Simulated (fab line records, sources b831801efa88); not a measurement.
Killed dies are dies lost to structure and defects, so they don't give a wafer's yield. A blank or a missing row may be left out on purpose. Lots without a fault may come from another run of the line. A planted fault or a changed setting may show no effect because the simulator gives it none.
fab line records | flow sky130
record lots=5 wafers=15 last_day=50
route steps=708 shown VIA2@523 METAL3@532 CAPM@537 PAD_OPEN@708
lots that met no fault: from a run of the same line without faults
start_h: hours from the record's first day to the start of the lot's first wafer shown | wait_h: hours since the lot's step before | " the same as in the row above | L1.1+2: a row that stands for several wafers | - no value, or no start given | * or withheld: withheld | < > ~ a bound
route shown NAME@n: a module of which the file shows steps, and the number in the route of the first | usual: mean/standard deviation of fault-free wafers | same: alike in all rows | chamber/n: place in a boat | sites: the reading at each site | _std_site: their standard deviation | _edge_site: outer sites' mean less inner sites' | radius_mm: how far each site lies from the wafer's centre | mask NAME#n: copy n | behind: the tool/chamber that last shaped the wafer | hold: why the lot was held/for how many hours/how that ended | device: the transistor (n, p or np) that didn't switch | end of line: the same wafers' tests at the end of the route | a step without rows: its recipe alone | killed: dies lost to structure and defects at the first sort, not the wafer's yield | map: a wafer's dies, x killed, . not, _ none there
set.NAME: the setting as run; set.NAME@STEP: as run at that earlier step | model.NAME: the simulator's own value behind a step, which no gauge read
lots at some steps of the route; a table a step, a row a wafer
services: from which hour (start_h, from the record's first day; less than 0 if before it) a tool's chamber was out of use, for how many hours, and why
## steps
# step SKY_VIA2_STRIP_16
# recipe chemistry=O2/N2 power_w=1400 pressure_mtorr=1500 platen_temp_c=withheld o2_flow_sccm=3000 n2_flow_sccm=300 overash_fraction=0.5
# usual drypump_motor_current_A=5.6/0.47 oes_product_au=0.399/0.0046 strip_time_to_endpoint_s=4.054/0.028
# columns lot.wafer tool chamber start_h wait_h drypump_motor_current_A oes_product_au rf_hours_counter_h strip_time_to_endpoint_s
L522.3 plasma_asher-01 0 875.76 0.1 4.9 0.404 - 4.069
L522.4 " 1 " " 5.4 0.400 - 4.050
L522.5 " 1 " " 5.4 0.401 - 4.061
L526.1 plasma_asher-01 1 906.23 0.0 5.4 0.395 79 4.060
L526.2 " 0 " " 4.9 0.400 79 4.112
L526.6 " 0 " " 4.9 0.398 - 4.071
L537.3 plasma_asher-02 1 981.55 0.1 5.8 0.401 - 4.065
L537.4 " 0 " " 5.8 0.401 - 4.049
L537.6 " 1 " " 5.7 0.404 - 4.081
L538.2 plasma_asher-01 0 986.52 0.0 5.0 0.394 87 4.027
L538.3 " 0 " " 4.9 0.391 - 4.028
L538.6 " 1 " " 5.4 0.400 - 4.032
L541.1 plasma_asher-03 0 1005.61 0.0 6.1 0.405 121 4.021
L541.5 " 0 " " 6.1 0.399 - 4.061
L541.6 " 1 " " 6.3 0.393 - 4.019
# step SKY_VIA2_STRIP_17
# recipe chemistry=post_etch_residue_remover time_s=1200 temp_c=72.5
# step SKY_VIA2_CLEAN_18
# recipe chemistry=IPA time_s=180 temp_c=25
# step SKY_VIA2_CLEAN_19
# recipe chemistry=O3/DIW dry=n2_spin
# step SKY_VIA2_SPUTTER_20
# recipe material=TiN target_thk_nm=20 chamber_pressure_pa=5 power_w=4096 time_s=80
# step SKY_VIA2_CVD_21
# recipe material=W target_thk_nm=420 time_s=126.4 temp_c=400 pressure_torr=40
# step SKY_VIA2_RS_MEAS_22
# recipe thk_meas_gauge=four-point-probe reads=W_of_VIA2_CVD_21+TiN_of_VIA2_SPUTTER_20
# usual VIA2_W_RS=0.276/0.0035
# columns lot.wafer tool chamber start_h wait_h VIA2_W_RS[ohm/sq]
L522.3 film_metro-04 - 876.56 0.1 0.278
L522.4 " - " " 0.273
L522.5 " - " " 0.278
L526.1 film_metro-02 - 907.02 0.1 0.271
L526.2 " - " " 0.279
L526.6 " - " " 0.278
L537.3 film_metro-04 - 982.34 0.1 0.277
L537.4 " - " " 0.276
L537.6 " - " " 0.273
L538.2 film_metro-01 - 987.33 0.1 0.278
L538.3 " - " " 0.276
L538.6 " - " " 0.279
L541.1 film_metro-04 - 1006.83 0.1 0.277
L541.5 " - " " 0.275
L541.6 " - " " 0.276
# step SKY_VIA2_THK_MEAS_23
# recipe thk_meas_gauge=xrf reads=W_of_VIA2_CVD_21
# usual VIA2_W_THK=421/8.9
# columns lot.wafer tool chamber start_h wait_h VIA2_W_THK[nm]
L522.3 film_metro-04 - 876.66 0.1 418
L522.4 " - " " 428
L522.5 " - " " 419
L526.1 film_metro-02 - 907.14 0.1 432
L526.2 " - " " 418
L526.6 " - " " 422
L537.3 film_metro-04 - 982.44 0.1 422
L537.4 " - " " 425
L537.6 " - " " 428
L538.2 film_metro-01 - 987.44 0.1 415
L538.3 " - " " 417
L538.6 " - " " 411
L541.1 film_metro-04 - 1006.95 0.1 429
L541.5 " - " " 429
L541.6 " - " " 427
# step SKY_VIA2_CMP_24
# recipe stop_on=SiO2 t_overpolish_s=20 down_force_psi=3.5 platen_rpm=60 target_thk_nm=0 pad_velocity_m_s=0.94248
# step SKY_METAL3_SPUTTER_00
# recipe material=Ti target_thk_nm=15 power_w=3000 time_s=10 chamber_pressure_pa=0.4
# step SKY_METAL3_SPUTTER_01
# recipe material=TiN target_thk_nm=20 power_w=6500 time_s=16.7 chamber_pressure_pa=0.4
# usual throttle_valve_pct=29.6/1.2
# columns lot.wafer tool chamber start_h wait_h throttle_valve_pct
L522.3 pvd_sputter-03 - 877.04 0.0 30.3
L522.4 " - " " 28.5
L522.5 " - " " 30.0
L526.1 pvd_sputter-03 - 907.62 0.0 27.8
L526.2 " - " " 30.5
L526.6 " - " " 28.7
L537.3 pvd_sputter-03 - 982.80 0.0 29.6
L537.4 " - " " 29.8
L537.6 " - " " 27.8
L538.2 pvd_sputter-01 - 987.81 0.0 31.2
L538.3 " - " " 29.4
L538.6 " - " " 28.8
L541.1 pvd_sputter-01 - 1007.33 0.0 29.2
L541.5 " - " " 31.4
L541.6 " - " " 29.2
# step SKY_METAL3_SPUTTER_02
# recipe material=AlCu target_thk_nm=735 power_w=10600 time_s=39.1 chamber_pressure_pa=0.4
# step SKY_METAL3_SPUTTER_03
# recipe material=Ti target_thk_nm=5 power_w=3000 time_s=3.3 chamber_pressure_pa=0.4
# usual throttle_valve_pct=29.6/1.1
# columns lot.wafer tool chamber start_h wait_h throttle_valve_pct
L522.3 pvd_sputter-03 - 877.11 0.0 30.0
L522.4 " - " " 28.5
L522.5 " - " " 30.2
L526.1 pvd_sputter-03 - 907.68 0.0 27.9
L526.2 " - " " 30.0
L526.6 " - " " 28.5
L537.3 pvd_sputter-03 - 982.86 0.0 29.6
L537.4 " - " " 30.0
L537.6 " - " " 27.8
L538.2 pvd_sputter-01 - 987.88 0.0 31.3
L538.3 " - " " 29.3
L538.6 " - " " 28.7
L541.1 pvd_sputter-01 - 1007.40 0.0 29.3
L541.5 " - " " 31.6
L541.6 " - " " 28.8
# step SKY_METAL3_SPUTTER_04
# recipe material=TiN target_thk_nm=70 power_w=6500 time_s=58.3 chamber_pressure_pa=0.4
# usual throttle_valve_pct=29.6/1.2
# columns lot.wafer tool chamber start_h wait_h throttle_valve_pct
L522.3 pvd_sputter-03 - 877.13 0.0 30.2
L522.4 " - " " 28.5
L522.5 " - " " 30.2
L526.1 pvd_sputter-03 - 907.70 0.0 27.9
L526.2 " - " " 30.2
L526.6 " - " " 28.5
L537.3 pvd_sputter-03 - 982.88 0.0 29.4
L537.4 " - " " 30.1
L537.6 " - " " 28.0
L538.2 pvd_sputter-01 - 987.90 0.0 31.4
L538.3 " - " " 29.0
L538.6 " - " " 28.4
L541.1 pvd_sputter-01 - 1007.41 0.0 29.3
L541.5 " - " " 31.3
L541.6 " - " " 28.9
# step SKY_CAPM_CVD_00
# recipe material=SiO2 target_thk_nm=15.5 temp_c=400 time_s=withheld rf_w=450
# usual heater_power_w=683/110
# columns lot.wafer tool chamber start_h wait_h heater_power_w
L522.3 pecvd-01 1 877.17 0.0 520
L522.4 " 2 " " 544
L522.5 " 0 " " 624
L526.1 pecvd-03 2 907.75 0.0 564
L526.2 " 1 " " 761
L526.6 " 0 " " 520
L537.3 pecvd-03 2 982.93 0.0 637
L537.4 " 2 " " 624
L537.6 " 1 " " 725
L538.2 pecvd-03 1 987.94 0.0 713
L538.3 " 2 " " 590
L538.6 " 0 " " 569
L541.1 pecvd-04 0 1007.46 0.0 805
L541.5 " 1 " " 810
L541.6 " 2 " " 761
# step SKY_CAPM_THK_MEAS_01
# recipe reads=SiO2_of_CAPM_CVD_00
# usual CAPM_CVD_00_THK=15.53/0.29
# columns lot.wafer tool chamber start_h wait_h CAPM_CVD_00_THK[nm]
L522.3 film_metro-04 - 877.22 - 15.18
L522.4 " - " " 15.13
L522.5 " - " " 15.44
L526.1 film_metro-04 - 907.77 - 16.02
L526.2 " - " " 15.56
L526.6 " - " " 15.69
L537.3 film_metro-04 - 982.97 - 15.96
L537.4 " - " " 16.27
L537.6 " - " " 15.66
L538.2 film_metro-03 - 987.98 - 15.54
L538.3 " - " " 16.09
L538.6 " - " " 15.73
L541.1 film_metro-01 - 1007.49 - 15.73
L541.5 " - " " 15.66
L541.6 " - " " 15.38
# step SKY_CAPM_SPUTTER_02
# recipe material=TiN target_thk_nm=200 temp_c=300 power_w=6500 time_s=166.7 chamber_pressure_pa=0.4
# step SKY_CAPM_RS_MEAS_03
# recipe thk_meas_gauge=four-point-probe reads=TiN_of_CAPM_SPUTTER_02
# usual CAPM_TIN_RS=6.90/0.1
# columns lot.wafer tool chamber start_h wait_h CAPM_TIN_RS[ohm/sq]
L522.3 film_metro-03 - 877.41 0.1 6.83
L522.4 " - " " 6.85
L522.5 " - " " 6.88
L526.1 film_metro-03 - 907.94 0.1 6.83
L526.2 " - " " 6.95
L526.6 " - " " 6.90
L537.3 film_metro-03 - 983.16 0.1 6.85
L537.4 " - " " 6.86
L537.6 " - " " 6.84
L538.2 film_metro-04 - 988.16 0.1 6.80
L538.3 " - " " 6.98
L538.6 " - " " 6.77
L541.1 film_metro-01 - 1007.65 0.1 6.95
L541.5 " - " " 6.90
L541.6 " - " " 7.00
# step SKY_CAPM_THK_MEAS_04
# recipe thk_meas_gauge=xrf reads=TiN_of_CAPM_SPUTTER_02
# usual CAPM_TIN_THK=199/3
# columns lot.wafer tool chamber start_h wait_h CAPM_TIN_THK[nm]
L522.3 film_metro-03 - 877.51 0.1 201
L522.4 " - " " 201
L522.5 " - " " 201
L526.1 film_metro-03 - 908.06 0.1 203
L526.2 " - " " 200
L526.6 " - " " 202
L537.3 film_metro-03 - 983.26 0.1 201
L537.4 " - " " 202
L537.6 " - " " 202
L538.2 film_metro-04 - 988.27 0.1 200
L538.3 " - " " 195
L538.6 " - " " 200
L541.1 film_metro-01 - 1007.77 0.1 197
L541.5 " - " " 198
L541.6 " - " " 195
# step SKY_CAPM_DEHYDRATE_05
# recipe temp_c=200 time_s=60
# step SKY_CAPM_HMDS_06
# recipe prime_time_s=60 prime_temp_c=120
# step SKY_CAPM_COAT_07
# recipe resist=NOVOLAK spin_rpm=3000 resist_thk_nm=1140
# step SKY_CAPM_SOFTBAKE_08
# recipe temp_c=90 time_s=60 resist=NOVOLAK
# step SKY_CAPM_EXPOSE_09
# recipe mask_id=CAPM na=0.6 source_shape=conventional sigma_outer=0.6 polarization=unpolarized target_cd_nm=1000 dose_mj=159
# step SKY_CAPM_PEB_10
# recipe temp_c=withheld time_s=* resist=NOVOLAK
# step SKY_CAPM_DEVELOP_11
# recipe resist=NOVOLAK developer=TMAH develop_time_s=60 dev_temp_c=23
# step SKY_CAPM_OVL_MEAS_12
# usual CAPM_OVL=0.8/1.4
# columns lot.wafer tool chamber start_h wait_h CAPM_OVL[nm]
L522.3 overlay-01 - 903.01 0.1 1.3
L522.4 " - " " 2.2
L522.5 " - " " 2.0
L526.1 overlay-02 - 932.57 0.1 0.2
L526.2 " - " " 1.3
L526.6 " - " " 1.2
L537.3 overlay-01 - 1006.28 0.1 0.9
L537.4 " - " " 0.0
L537.6 " - " " 0.5
L538.2 overlay-02 - 1011.63 0.1 1.3
L538.3 " - " " 0.7
L538.6 " - " " 2.1
L541.1 overlay-01 - 1030.37 0.1 0.1
L541.5 " - " " 1.3
L541.6 " - " " -0.5
# step SKY_CAPM_METAL_ETCH_13
# recipe target_depth_nm=220 stop_on=SiO2 chemistry=Cl2/BCl3 target=TiN pressure_mtorr=10 icp_w=900 bias_w=48.5 Cl2_flow_sccm=60 bcl3_flow_sccm=30 time_s=62.9
# step SKY_CAPM_STRIP_14
# recipe chemistry=O2/N2 power_w=1400 pressure_mtorr=1500 platen_temp_c=withheld o2_flow_sccm=3000 n2_flow_sccm=300 overash_fraction=0.5
# usual drypump_motor_current_A=5.6/0.34 oes_product_au=0.711/0.0047 strip_time_to_endpoint_s=12.68/0.058
# columns lot.wafer tool chamber start_h wait_h drypump_motor_current_A oes_product_au rf_hours_counter_h strip_time_to_endpoint_s
L522.3 plasma_asher-04 0 903.15 0.1 6.0 0.705 - 12.68
L522.4 " 1 " " 5.5 0.709 - 12.58
L522.5 " 0 " " 6.0 0.715 - 12.63
L526.1 plasma_asher-02 0 932.69 0.1 5.8 0.712 49 12.59
L526.2 " 1 " " 5.8 0.709 49 12.66
L526.6 " 0 " " 5.8 0.712 - 12.65
L537.3 plasma_asher-04 1 1006.41 0.1 5.6 0.707 - 12.59
L537.4 " 0 " " 6.0 0.712 - 12.62
L537.6 " 0 " " 6.0 0.704 - 12.59
L538.2 plasma_asher-04 1 1011.81 0.1 5.6 0.709 25 12.78
L538.3 " 1 " " 5.5 0.714 - 12.75
L538.6 " 1 " " 5.6 0.711 - 12.75
L541.1 plasma_asher-01 1 1030.48 0.1 5.4 0.717 91 12.66
L541.5 " 1 " " 5.4 0.714 - 12.72
L541.6 " 0 " " 4.9 0.713 - 12.71
# step SKY_CAPM_STRIP_15
# recipe chemistry=post_etch_residue_remover time_s=1200 temp_c=72.5
# step SKY_CAPM_CLEAN_16
# recipe chemistry=IPA time_s=180 temp_c=25
# step SKY_CAPM_CLEAN_17
# recipe chemistry=O3/DIW dry=n2_spin
# step SKY_METAL3_DEHYDRATE_05
# recipe temp_c=200 time_s=60
# step SKY_METAL3_HMDS_06
# recipe prime_time_s=60 prime_temp_c=120
# step SKY_METAL3_COAT_07
# recipe resist=BARC temp_c=withheld time_s=withheld spin_rpm=3000 resist_thk_nm=60
# step SKY_METAL3_COAT_08
# recipe resist=KrF-thick spin_rpm=3000 resist_thk_nm=1140
# step SKY_METAL3_SOFTBAKE_09
# recipe temp_c=100 time_s=90 resist=KrF-thick
# step SKY_METAL3_EXPOSE_10
# recipe mask_id=MM3 na=0.68 source_shape=annular sigma_inner=0.4 sigma_outer=0.8 target_cd_nm=300 dose_mj=28.59
# step SKY_METAL3_PEB_11
# recipe peb_temp_c=withheld peb_time_s=withheld resist=KrF-thick
# step SKY_METAL3_DEVELOP_12
# recipe develop_time_s=60 resist=KrF-thick dev_temp_c=21
# step SKY_METAL3_CD_MEAS_13
# recipe target_cd_nm=300
# usual cd_nm=300.0/1.4
# columns lot.wafer tool chamber start_h wait_h cd_nm
L522.3 cd_sem-02 - 927.91 - 301.6
L522.4 " - " " 302.8
L522.5 " - " " 301.8
L526.1 cd_sem-02 - 957.67 - 297.6
L526.2 " - " " 297.1
L526.6 " - " " 296.7
L537.3 cd_sem-01 - 1029.81 - 301.1
L537.4 " - " " 299.6
L537.6 " - " " 299.6
L538.2 cd_sem-01 - 1035.59 - 300.0
L538.3 " - " " 300.0
L538.6 " - " " 299.1
L541.1 cd_sem-02 - 1052.82 - 301.1
L541.5 " - " " 299.8
L541.6 " - " " 299.7
# step SKY_METAL3_OVL_MEAS_14
# usual METAL3_OVL=2/5.5
# columns lot.wafer tool chamber start_h wait_h METAL3_OVL[nm]
L522.3 overlay-02 - 928.00 0.1 1
L522.4 " - " " 5
L522.5 " - " " 4
L526.1 overlay-01 - 957.79 0.1 -1
L526.2 " - " " 7
L526.6 " - " " 9
L537.3 overlay-01 - 1029.90 0.1 -1
L537.4 " - " " 3
L537.6 " - " " 12
L538.2 overlay-01 - 1035.69 0.1 -4
L538.3 " - " " 5
L538.6 " - " " -4
L541.1 overlay-01 - 1052.94 0.1 10
L541.5 " - " " 8
L541.6 " - " " 7
# step SKY_PAD_OPEN_PROBE_99
# usual defect_limited_yield=82.4/1.9 killed_at_M0_to_M3=44/6.5 killed_at_M4_up=3.0/1.5 killed_at_contacts=25/5.1 killed_at_front_end=14/4.1 killed_at_other=0.3/0.57 killed_dies=87/9.5 killed_open=48/6.8 killed_short=39/6.2 sort_bin_3_pad_short=0.8/0.42 sort_bin_5_function=10.4/1.4 sort_bin_6_memory=6.3/1.2 sort_n_pass=405/9.5 sort_yield_pct=82.4/1.9
# same gross_dies=492 killed_at_back_side=0 sort_bin_4_leakage[%]=0 sort_bin_8_speed[%]=0
# columns lot.wafer tool chamber start_h wait_h defect_limited_yield[%] killed_at_M0_to_M3 killed_at_M4_up killed_at_contacts killed_at_front_end killed_at_other killed_dies killed_open killed_short sort_bin_3_pad_short[%] sort_bin_5_function[%] sort_bin_6_memory[%] sort_n_pass sort_yield_pct[%] model.etest.tester.sort_n_pass model.etest.tester.sort_yield_pct model.etest.tester.sort_bin_5_pct model.etest.tester.sort_bin_3_pct
L526.1 prober-01 - 1122.37 0.1 76.8 74 3 22 14 1 114 37 36 3.5 12.2 7.5 378 76.8 378 76.83 12.2 3.455
L537.3 prober-01 - 1179.83 0.2 81.3 39 2 31 19 1 92 51 41 1.0 12.4 5.3 400 81.3 400 81.3 12.4 1.016
L537.4 prober-01 - 1179.88 0.2 82.7 40 4 26 15 0 85 48 35 1.0 10.6 5.7 407 82.7 407 82.72 10.57 1.016
L537.6 prober-01 - 1179.98 0.2 82.7 37 3 24 19 2 85 43 39 1.0 10.8 5.5 407 82.7 407 82.72 10.77 1.016
L538.6 prober-01 - 1186.36 0.2 82.9 47 3 24 10 0 84 40 44 1.0 11.0 5.1 408 82.9 408 82.93 10.98 1.016
L541.1 prober-02 - 1196.62 0.1 85.8 38 6 21 5 0 70 36 34 0.6 8.5 5.1 422 85.8 422 85.77 8.537 0.6098
L541.5 prober-02 - 1196.82 0.2 84.6 45 1 16 14 0 76 40 36 1.2 8.3 5.9 416 84.6 416 84.55 8.333 1.22
L541.6 prober-02 - 1196.87 0.2 83.9 48 3 17 11 0 79 46 33 1.2 10.0 4.9 413 83.9 413 83.94 9.959 1.22
# killed by level:class
L526.1 METAL3:unspecified=39 VIA1:geometric_particle:open=9 CONTACT:geometric_particle:open=8 CONTACT:geometric_particle:short=7 VIA1:geometric_particle:short=7 FIELD_ISO:geometric_particle:open=4 METAL3:geometric_particle:short=4 METAL1:geometric_particle:short=4
L537.3 VIA1:geometric_particle:open=15 CONTACT:geometric_particle:open=14 FIELD_ISO:geometric_particle:open=5 LI_CONTACT:geometric_particle:open=5 LOCAL_INTERCONNECT:geometric_particle:short=5 VIA3:geometric_particle:short=5 METAL2:geometric_particle:short=5 FIELD_ISO:geometric_particle:short=4
L537.4 CONTACT:geometric_particle:open=12 LI_CONTACT:geometric_particle:open=8 VIA1:geometric_particle:open=8 VIA3:geometric_particle:open=7 FIELD_ISO:geometric_particle:short=5 METAL1:geometric_particle:short=5 VIA1:geometric_particle:short=5 VIA2:geometric_particle:open=4
L537.6 CONTACT:geometric_particle:open=8 VIA1:geometric_particle:open=8 CONTACT:geometric_particle:short=7 VIA2:geometric_particle:open=6 FIELD_ISO:geometric_particle:short=5 FIELD_ISO:geometric_particle:open=5 VIA1:geometric_particle:short=5 METAL2:geometric_particle:short=5
L538.6 VIA1:geometric_particle:open=9 VIA1:geometric_particle:short=8 CONTACT:geometric_particle:open=8 VIA2:geometric_particle:open=8 METAL1:geometric_particle:short=7 LI_CONTACT:geometric_particle:open=5 CONTACT:geometric_particle:short=5 VIA3:geometric_particle:open=4
L541.1 VIA1:geometric_particle:open=9 METAL2:geometric_particle:short=8 LOCAL_INTERCONNECT:geometric_particle:short=7 VIA3:geometric_particle:open=7 LI_CONTACT:geometric_particle:open=5 CONTACT:geometric_particle:short=5 VIA2:geometric_particle:open=5 METAL4:geometric_particle:short=5
L541.5 VIA1:geometric_particle:open=11 METAL1:geometric_particle:short=8 VIA2:geometric_particle:open=7 FIELD_ISO:geometric_particle:short=6 CONTACT:geometric_particle:short=5 LI_CONTACT:geometric_particle:open=4 CONTACT:geometric_particle:open=4 VIA1:geometric_particle:short=4
L541.6 VIA2:geometric_particle:open=14 VIA3:geometric_particle:open=7 VIA1:geometric_particle:short=6 CONTACT:geometric_particle:open=5 FIELD_ISO:geometric_particle:short=4 METAL1:geometric_particle:short=4 LI_CONTACT:geometric_particle:open=4 VIA1:geometric_particle:open=4
# map L526.1 (x killed, . not)
__________....x....._________
________x.x.....x...x._______
______...x......x......._____
_____..x.......x...x.....____
____.x...............x.x..___
___...............xx.......__
__.....x..xx....x........x.._
_........x..........x...x....
_xxx.......x.x.x.............
_xxxxxx..x...........x..x....
_xxxxxx........x......xxx....
_xxxxxx..........x..xxx......
_xxxxx.x..........x....xxxxx.
_xxxxxxx...x.......x.........
_xxxxx..x.x.x....x..x....xx..
__.x..x.....x...x..x.x....xx_
___.x...x............xx...x__
____...............x......___
_____x.....x....x...x....____
______...x....x..x......_____
________......x......._______
__________...x......_________
# map L537.3 (x killed, . not)
__________x....x...._________
________........x.x..x_______
______...x.....x.x....x._____
_____....x...x......x..x.____
____.......xx......x..x...___
___.x.x........x........x..__
__.x..x..xx........x.......x_
_.......xx........x.....x....
_...........x......x....x....
_......xx.x.x.x.......x......
_.x..x.....xxx..x....x.......
_.x....xx..x.x...............
_......x..................x..
_...x.x..x.x....x..x.......xx
_.xx.x......x...x.xx.x...xx.x
__.....x...........x....x.x._
___........x...............__
____...............x......___
_____..x...x.......x.x...____
______......x.x.......x._____
________xxxxx........._______
__________........x._________
## services
# columns tool chamber start_h hours kind
pecvd-04 2 853.74 16.6 repair
pecvd-01 - 859.62 2.8 pm
pvd_sputter-01 - 878.72 3.2 repair
pvd_sputter-03 - 892.38 5.4 repair
pecvd-04 0 902.01 10.6 repair
pvd_sputter-03 2 907.75 - consumable_replace:kit
pvd_sputter-03 2 907.75 18.0 scheduled_down
pvd_sputter-03 2 907.75 18.0 vent_cycle
pvd_sputter-01 - 916.74 4.8 repair
plasma_asher-02 - 917.19 4.8 repair
pvd_sputter-03 - 928.37 8.4 repair
pecvd-03 1 933.39 2.1 scheduled_down
plasma_asher-04 - 940.69 14.6 pm
pvd_sputter-01 1 941.59 - consumable_replace:kit
pvd_sputter-01 1 941.59 18.0 scheduled_down
pvd_sputter-01 1 941.59 18.0 vent_cycle
plasma_asher-01 - 958.07 1.1 repair
pecvd-01 0 988.60 7.7 repair
pecvd-03 2 990.54 18.5 repair
pecvd-03 0 993.78 15.8 repair
pecvd-03 2 1010.45 5.5 scheduled_down
pvd_sputter-03 1 1029.37 - consumable_replace:kit
pvd_sputter-03 1 1029.37 18.0 scheduled_down
pvd_sputter-03 1 1029.37 18.0 vent_cycle
## key
first_sign step=SKY_PAD_OPEN_PROBE_99 reading=sort_bin_3_pad_short direction=up sigmas=6.2 usual=0.8 struck=3.5
effect step=SKY_PAD_OPEN_PROBE_99 reading=killed_at_M0_to_M3 direction=up sigmas=4.5 usual=44 struck=74
model_effect step=SKY_PAD_OPEN_PROBE_99 value=etest.tester.sort_n_pass without=412 struck=378
met_at SKY_METAL3_SPUTTER_03
struck_wafers L526.1
fault kind=chamber_particle_source tool=pvd_sputter-03 chamber=- onset_h=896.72 steps=SKY_METAL3_SPUTTER_03 rate_per_visit_cm2=0.75093 end_h=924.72 scope=struck_wafers_only
